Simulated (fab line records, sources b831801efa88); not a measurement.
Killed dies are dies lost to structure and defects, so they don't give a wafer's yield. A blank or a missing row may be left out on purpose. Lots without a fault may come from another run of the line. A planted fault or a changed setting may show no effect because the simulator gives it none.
fab line records | flow sky130
record lots=10 wafers=30 last_day=50
route steps=708 shown METAL4@631 VIA4@652 PASSIVATION@683 PAD_OPEN@701
lots that met no fault: from a run of the same line without faults
start_h: hours from the record's first day to the start of the lot's first wafer shown | wait_h: hours since the lot's step before | " the same as in the row above | L1.1+2: a row that stands for several wafers | - no value, or no start given | * or withheld: withheld | < > ~ a bound
route shown NAME@n: a module of which the file shows steps, and the number in the route of the first | usual: mean/standard deviation of fault-free wafers | same: alike in all rows | chamber/n: place in a boat | sites: the reading at each site | _std_site: their standard deviation | _edge_site: outer sites' mean less inner sites' | radius_mm: how far each site lies from the wafer's centre | mask NAME#n: copy n | behind: the tool/chamber that last shaped the wafer | hold: why the lot was held/for how many hours/how that ended | device: the transistor (n, p or np) that didn't switch | end of line: the same wafers' tests at the end of the route | a step without rows: its recipe alone | killed: dies lost to structure and defects at the first sort, not the wafer's yield | map: a wafer's dies, x killed, . not, _ none there
set.NAME: the setting as run; set.NAME@STEP: as run at that earlier step | model.NAME: the simulator's own value behind a step, which no gauge read
steps of the route over a sample of lots; a table a step, a row a wafer
services: from which hour (start_h, from the record's first day; less than 0 if before it) a tool's chamber was out of use, for how many hours, and why
## steps
# step SKY_METAL4_DESCUM_15
# recipe chemistry=O2 source_power_w=150 bias_power_w=0 pressure_mtorr=10 temp_c=40 time_s=8
# usual drypump_motor_current_A=5.6/0.45 oes_product_au=0.997/0.0079
# columns lot.wafer tool chamber start_h wait_h drypump_motor_current_A oes_product_au rf_hours_counter_h
L446.2 rie_metal-04 1 992.15 0.0 5.7 1.000 14
L446.4 " 0 " " 5.9 0.984 -
L446.6 " 0 " " 5.9 0.985 -
L447.1 rie_metal-01 1 999.70 0.0 4.7 1.009 5
L447.4 " 1 " " 4.7 1.005 -
L447.6 " 1 " " 4.7 1.004 -
L449.1 rie_metal-02 1 1021.57 0.0 5.6 1.007 9
L449.2 " 0 " " 5.4 1.000 17
L449.6 " 0 " " 5.4 1.002 -
L452.1 rie_metal-02 0 1037.60 0.0 5.4 0.994 18
L452.2 " 1 " " 5.6 0.988 10
L452.6 " 1 " " 5.6 0.989 -
L453.2 rie_metal-01 0 1042.16 0.0 6.2 0.993 17
L453.3 " 1 " " 4.7 0.996 -
L453.5 " 0 " " 6.2 0.994 -
L463.1 rie_metal-01 1 1103.21 0.0 4.7 0.991 13
L463.3 " 1 " " 4.7 1.002 -
L463.6 " 0 " " 6.2 0.973 -
L464.1 rie_metal-04 0 1105.40 0.0 5.9 1.008 14
L464.3 " 0 " " 5.9 0.999 -
L464.6 " 0 " " 5.9 1.007 -
L465.1 rie_metal-04 0 1113.00 0.0 5.9 1.003 15
L465.4 " 1 " " 5.8 0.989 -
L465.5 " 0 " " 5.9 0.998 -
L466.1 rie_metal-04 1 1121.06 0.0 5.8 1.008 23
L466.2 " 0 " " 5.9 0.997 16
L466.3 " 1 " " 5.8 1.002 -
L467.2 rie_metal-04 0 1123.00 0.0 5.9 1.000 16
L467.4 " 1 " " 5.8 0.997 -
L467.6 " 1 " " 5.8 1.004 -
# step SKY_VIA4_STRIP_13
# recipe chemistry=O2/N2 power_w=1400 pressure_mtorr=1500 platen_temp_c=withheld o2_flow_sccm=3000 n2_flow_sccm=300 overash_fraction=0.5
# usual drypump_motor_current_A=5.5/0.44 n2_flow_sccm=300.2/0.77 oes_product_au=0.709/0.0046 strip_time_to_endpoint_s=12.809/0.027
# columns lot.wafer tool chamber start_h wait_h drypump_motor_current_A n2_flow_sccm oes_product_au rf_hours_counter_h strip_time_to_endpoint_s
L446.2 plasma_asher-04 1 1016.01 - 5.8 299.6 0.714 92 12.842
L446.4 " 0 " " 5.4 300.3 0.702 - 12.812
L446.6 " 1 " " 5.8 299.4 0.707 - 12.816
L447.1 plasma_asher-02 0 1024.80 - 6.1 300.3 0.709 57 12.830
L447.4 " 0 " " 6.1 299.9 0.707 - 12.807
L447.6 " 1 " " 5.8 301.1 0.715 - 12.796
L449.1 plasma_asher-03 1 1045.11 - 5.7 300.5 0.707 28 12.873
L449.2 " 0 " " 4.9 300.7 0.714 28 12.847
L449.6 " 1 " " 5.7 300.7 0.705 - 12.878
L452.1 plasma_asher-02 1 1060.78 - 5.8 300.5 0.714 62 12.769
L452.2 " 0 " " 6.1 300.4 0.707 62 12.837
L452.6 " 0 " " 6.1 300.7 0.706 - 12.823
L453.2 plasma_asher-03 0 1065.53 - 4.9 301.1 0.711 32 12.786
L453.3 " 1 " " 5.7 299.3 0.709 - 12.775
L453.5 " 1 " " 5.7 299.8 0.715 - 12.834
L463.1 plasma_asher-03 0 1124.61 - 4.9 300.2 0.705 40 12.792
L463.3 " 1 " " 5.7 299.6 0.713 - 12.818
L463.6 " 0 " " 4.9 298.8 0.713 - 12.797
L464.1 plasma_asher-03 0 1127.36 - 4.9 302.2 0.705 41 12.778
L464.3 " 1 " " 5.7 300.0 0.708 - 12.794
L464.6 " 0 " " 4.9 300.8 0.703 - 12.778
L465.1 plasma_asher-03 0 1134.46 - 4.9 299.4 0.717 41 12.840
L465.4 " 1 " " 5.7 301.0 0.718 - 12.831
L465.5 " 0 " " 4.9 300.7 0.724 - 12.777
L466.1 plasma_asher-04 1 1141.06 - 5.8 300.9 0.709 99 12.791
L466.2 " 0 " " 5.4 300.8 0.708 99 12.777
L466.3 " 1 " " 5.8 300.7 0.706 - 12.852
L467.2 plasma_asher-03 1 1143.81 - 5.8 299.6 0.706 42 12.788
L467.4 " 1 " " 5.8 300.7 0.708 - 12.819
L467.6 " 0 " " 4.9 300.7 0.718 - 12.824
# step SKY_PASSIVATION_CVD_02
# recipe material=Si3N4 target_thk_nm=540 temp_c=400 time_s=withheld rf_w=450
# usual heater_power_w=688/87
# columns lot.wafer tool chamber start_h wait_h heater_power_w
L446.2 pecvd-03 2 1040.87 0.0 665
L446.4 " 0 " " 777
L446.6 " 1 " " 752
L447.1 pecvd-02 1 1049.75 0.1 518
L447.4 " 2 " " 705
L447.6 " 0 " " 797
L449.1 pecvd-02 2 1068.93 0.1 750
L449.2 " 1 " " 573
L449.6 " 0 " " 752
L452.1 pecvd-01 1 1084.13 0.1 671
L452.2 " 2 " " 645
L452.6 " 1 " " 697
L453.2 pecvd-02 0 1088.12 0.0 739
L453.3 " 1 " " 506
L453.5 " 1 " " 544
L463.1 pecvd-01 1 1145.25 0.1 732
L463.3 " 2 " " 720
L463.6 " 1 " " 763
L464.1 pecvd-02 1 1148.35 0.1 574
L464.3 " 2 " " 687
L464.6 " 1 " " 599
L465.1 pecvd-01 1 1155.66 0.1 750
L465.4 " 2 " " 648
L465.5 " 0 " " 690
L466.1 pecvd-02 1 1161.46 0.1 504
L466.2 " 0 " " 742
L466.3 " 2 " " 775
L467.2 pecvd-02 1 1164.15 0.0 572
L467.4 " 1 " " 585
L467.6 " 2 " " 696
# step SKY_PASSIVATION_THK_MEAS_03
# recipe reads=Si3N4_of_PASSIVATION_CVD_02
# usual PASSIVATION_CVD_02_THK=541/6.1
# columns lot.wafer tool chamber start_h wait_h PASSIVATION_CVD_02_THK[nm]
L446.2 film_metro-01 - 1041.10 - 542
L446.4 " - " " 546
L446.6 " - " " 547
L447.1 film_metro-01 - 1049.98 - 542
L447.4 " - " " 547
L447.6 " - " " 544
L449.1 film_metro-02 - 1069.16 - 536
L449.2 " - " " 538
L449.6 " - " " 585
L452.1 film_metro-04 - 1084.37 - 543
L452.2 " - " " 538
L452.6 " - " " 549
L453.2 film_metro-01 - 1088.35 - 583
L453.3 " - " " 543
L453.5 " - " " 555
L463.1 film_metro-04 - 1145.47 - 542
L463.3 " - " " 534
L463.6 " - " " 552
L464.1 film_metro-02 - 1148.57 - 541
L464.3 " - " " 538
L464.6 " - " " 554
L465.1 film_metro-02 - 1155.89 - 542
L465.4 " - " " 549
L465.5 " - " " 539
L466.1 film_metro-02 - 1161.68 - 538
L466.2 " - " " 535
L466.3 " - " " 543
L467.2 film_metro-04 - 1164.38 - 536
L467.4 " - " " 545
L467.6 " - " " 543
# step SKY_PASSIVATION_STRIP_12
# recipe chemistry=O2/N2 power_w=1400 pressure_mtorr=1500 platen_temp_c=withheld overash_fraction=0.7 o2_flow_sccm=3000 n2_flow_sccm=300
# usual drypump_motor_current_A=5.9/0.35 n2_flow_sccm=300.1/0.88 oes_product_au=0.661/0.0047 strip_time_to_endpoint_s=31.60/0.12
# columns lot.wafer tool chamber start_h wait_h drypump_motor_current_A n2_flow_sccm oes_product_au rf_hours_counter_h strip_time_to_endpoint_s
L446.2 plasma_asher-02 0 1062.83 0.1 6.1 300.8 0.663 62 31.66
L446.4 " 0 " " 6.1 301.1 0.661 - 31.74
L446.6 " 1 " " 5.7 300.0 0.663 - 31.60
L447.1 plasma_asher-02 0 1070.70 0.1 6.1 299.8 0.660 64 31.68
L447.4 " 0 " " 6.1 299.6 0.665 - 31.75
L447.6 " 1 " " 5.7 301.0 0.661 - 31.65
L449.1 plasma_asher-01 0 1090.01 0.1 6.6 299.7 0.663 2 31.55
L449.2 " 1 " " 6.1 300.0 0.665 2 31.61
L449.6 " 1 " " 6.1 300.0 0.655 - 31.62
L452.1 plasma_asher-01 1 1104.21 0.1 6.1 301.1 0.668 3 31.58
L452.2 " 0 " " 6.6 300.1 0.659 3 31.49
L452.6 " 0 " " 6.6 299.7 0.661 - 31.35
L453.2 plasma_asher-01 1 1107.90 0.1 6.1 299.2 0.669 4 31.65
L453.3 " 0 " " 6.6 299.9 0.666 - 31.71
L453.5 " 0 " " 6.6 300.3 0.647 - 31.65
L463.1 plasma_asher-04 0 1163.63 0.1 5.4 301.0 0.662 101 31.52
L463.3 " 0 " " 5.4 299.6 0.661 - 31.57
L463.6 " 1 " " 5.8 298.6 0.664 - 31.40
L464.1 plasma_asher-02 0 1165.95 0.1 6.1 301.0 0.662 70 31.69
L464.3 " 0 " " 6.1 300.1 0.666 - 31.70
L464.6 " 1 " " 5.8 299.4 0.656 - 31.79
L465.1 plasma_asher-04 1 1172.91 0.1 5.8 299.5 0.660 102 31.50
L465.4 " 1 " " 5.8 298.3 0.658 - 31.53
L465.5 " 1 " " 5.8 298.8 0.666 - 31.68
L466.1 plasma_asher-02 0 1178.26 0.1 6.1 300.7 0.673 72 31.67
L466.2 " 1 " " 5.7 300.2 0.663 72 31.67
L466.3 " 1 " " 5.7 300.7 0.666 - 31.48
L467.2 plasma_asher-02 1 1180.81 0.1 5.8 299.2 0.662 72 31.90
L467.4 " 0 " " 6.1 300.6 0.660 - 31.53
L467.6 " 1 " " 5.7 299.3 0.663 - 31.60
# step SKY_PAD_OPEN_ETCH_07
# recipe chemistry=CF4/O2 target_depth_nm=725 stop_on=AlCu source_w=800 bias_w=150 pressure_mtorr=150 cf4_flow_sccm=80 O2_flow_sccm=10 time_s=161.1
# usual drypump_motor_current_A=5.9/0.36 oes_product_au=0.979/0.0063 throttle_valve_pct=5.964/0.0095
# columns lot.wafer tool chamber start_h wait_h drypump_motor_current_A oes_product_au rf_hours_counter_h throttle_valve_pct
L446.2 rie_diel-01 1 1083.70 - 5.8 0.979 12 5.970
L446.4 " 3 " " 5.4 0.977 14 5.965
L446.6 " 0 " " 5.9 0.980 - 5.960
L447.1 rie_diel-01 1 1090.79 - 5.8 0.989 13 5.967
L447.4 " 2 " " 6.1 0.988 19 5.978
L447.6 " 2 " " 6.2 0.985 - 5.948
L449.1 rie_diel-04 1 1110.15 - 5.9 0.982 22 5.967
L449.2 " 3 " " 6.7 0.976 25 5.961
L449.6 " 0 " " 6.2 1.002 - 5.970
L452.1 rie_diel-01 0 1124.20 - 5.9 0.981 19 5.977
L452.2 " 1 " " 5.8 0.975 14 5.971
L452.6 " 2 " " 6.1 0.986 - 5.966
L453.2 rie_diel-02 0 1128.10 - 6.1 0.997 13 5.979
L453.3 " 3 " " 5.6 0.975 20 5.955
L453.5 " 1 " " 5.3 0.977 - 5.979
L463.1 rie_diel-02 2 1180.00 - 6.1 0.978 24 5.983
L463.3 " 3 " " 5.6 0.978 22 5.963
L463.6 " 1 " " 5.3 0.987 - 5.977
L464.1 rie_diel-01 3 1182.19 - 5.4 0.981 17 5.961
L464.3 " 0 " " 5.9 0.971 21 5.962
L464.6 " 0 " " 5.9 0.982 - 5.953
L465.1 rie_diel-02 2 1189.30 - 6.1 0.975 25 5.972
L465.4 " 0 " " 6.1 0.986 - 5.975
L465.5 " 2 " " 6.1 0.981 - 5.961
L466.1 rie_diel-02 0 1194.25 - 6.1 0.976 17 5.970
L466.2 " 2 " " 6.1 0.973 25 5.968
L466.3 " 1 " " 5.3 0.977 21 5.971
L467.2 rie_diel-02 0 1195.94 - 6.1 0.964 17 5.953
L467.4 " 1 " " 5.3 0.986 21 5.968
L467.6 " 3 " " 5.6 0.982 - 5.981
# step SKY_PAD_OPEN_PROBE_99
# usual defect_limited_yield=82.4/1.8 killed_at_M0_to_M3=43/6.5 killed_at_M4_up=3.2/1.8 killed_at_contacts=24/5.2 killed_at_front_end=15/4 killed_at_other=0.4/0.69 killed_dies=86/8.7 killed_open=47/7 killed_short=39/5.7 sort_bin_3_pad_short=0.9/0.43 sort_bin_5_function=10.5/1.4 sort_bin_6_memory=6.2/1.2 sort_n_pass=406/8.7 sort_yield_pct=82.4/1.8
# same gross_dies=492 killed_at_back_side=0 sort_bin_4_leakage[%]=0 sort_bin_8_speed[%]=0
# columns lot.wafer tool chamber start_h wait_h defect_limited_yield[%] killed_at_M0_to_M3 killed_at_M4_up killed_at_contacts killed_at_front_end killed_at_other killed_dies killed_open killed_short sort_bin_3_pad_short[%] sort_bin_5_function[%] sort_bin_6_memory[%] sort_n_pass sort_yield_pct[%]
L449.1 prober-01 - 1112.51 0.1 82.9 43 2 24 14 1 84 50 33 1.2 10.4 5.5 408 82.9
L449.2 prober-01 - 1112.56 0.1 85.0 46 3 19 6 0 74 41 33 1.0 9.3 4.7 418 85.0
L449.6 prober-01 - 1112.76 0.2 84.1 37 4 23 12 2 78 38 40 0.8 8.3 6.7 414 84.1
# killed by level:class
L449.1 CONTACT:geometric_particle:open=12 VIA1:geometric_particle:open=12 POLY_GATE:geometric_particle:open=6 VIA1:geometric_particle:short=6 LI_CONTACT:geometric_particle:open=5 CONTACT:geometric_particle:short=5 METAL3:geometric_particle:short=4 VIA3:geometric_particle:open=4
L449.2 VIA1:geometric_particle:open=14 CONTACT:geometric_particle:open=8 METAL2:geometric_particle:short=7 VIA1:geometric_particle:short=5 METAL1:geometric_particle:short=5 VIA2:geometric_particle:open=5 POLY_GATE:geometric_particle:open=4 LI_CONTACT:geometric_particle:open=4
L449.6 CONTACT:geometric_particle:open=9 LI_CONTACT:geometric_particle:open=7 VIA1:geometric_particle:open=7 METAL2:geometric_particle:short=6 VIA2:geometric_particle:open=5 VIA1:geometric_particle:short=5 METAL3:geometric_particle:short=5 CONTACT:geometric_particle:short=4
## services
# columns tool chamber start_h hours kind
rie_diel-01 0 970.47 2.1 repair
rie_metal-01 0 981.77 23.3 repair
rie_diel-02 2 982.01 6.4 repair
pecvd-01 - 983.50 0.7 repair
plasma_asher-03 - 985.45 2.0 repair
pecvd-02 - 998.08 1.7 repair
plasma_asher-03 - 1015.32 1.2 repair
plasma_asher-04 - 1018.96 67.9 repair
rie_diel-02 2 1020.25 2.8 repair
plasma_asher-03 - 1022.37 0.9 repair
plasma_asher-02 - 1037.32 2.9 repair
rie_diel-02 1 1047.22 5.8 repair
rie_metal-01 - 1050.23 2.8 pm
pecvd-02 - 1058.82 5.5 pm
rie_diel-02 2 1081.19 9.2 repair
plasma_asher-02 - 1081.84 28.1 pm
pecvd-02 2 1098.24 3.4 repair
rie_diel-01 - 1120.29 1.4 repair
rie_diel-01 - 1126.77 0.8 repair
plasma_asher-02 - 1135.33 5.1 repair
rie_metal-04 1 1138.82 21.9 repair
rie_diel-01 0 1168.76 6.4 repair
rie_diel-02 1 1182.57 7.5 repair
rie_diel-02 3 1187.10 3.7 repair
## key
first_sign step=SKY_PASSIVATION_THK_MEAS_03 reading=PASSIVATION_CVD_02_THK direction=up sigmas=7 usual=541 struck=584
effect step=SKY_PAD_OPEN_ETCH_07 reading=oes_product_au direction=up sigmas=3.3 usual=0.979 struck=1.000
met_at SKY_PASSIVATION_CVD_02
struck_lots L449,L453
struck_wafers L449.6,L453.2
not_acting_at SKY_METAL4_DESCUM_15,SKY_VIA4_STRIP_13,SKY_PASSIVATION_STRIP_12
onset_between 1049.75 1068.93
fault kind=process_parameter_drift tool=pecvd-02 chamber=0 onset_h=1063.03 steps=SKY_PASSIVATION_CVD_02 channel=target_thk_nm offset=39.532 shape=step end_h=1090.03 acts_in=these_recipes_only stated=540
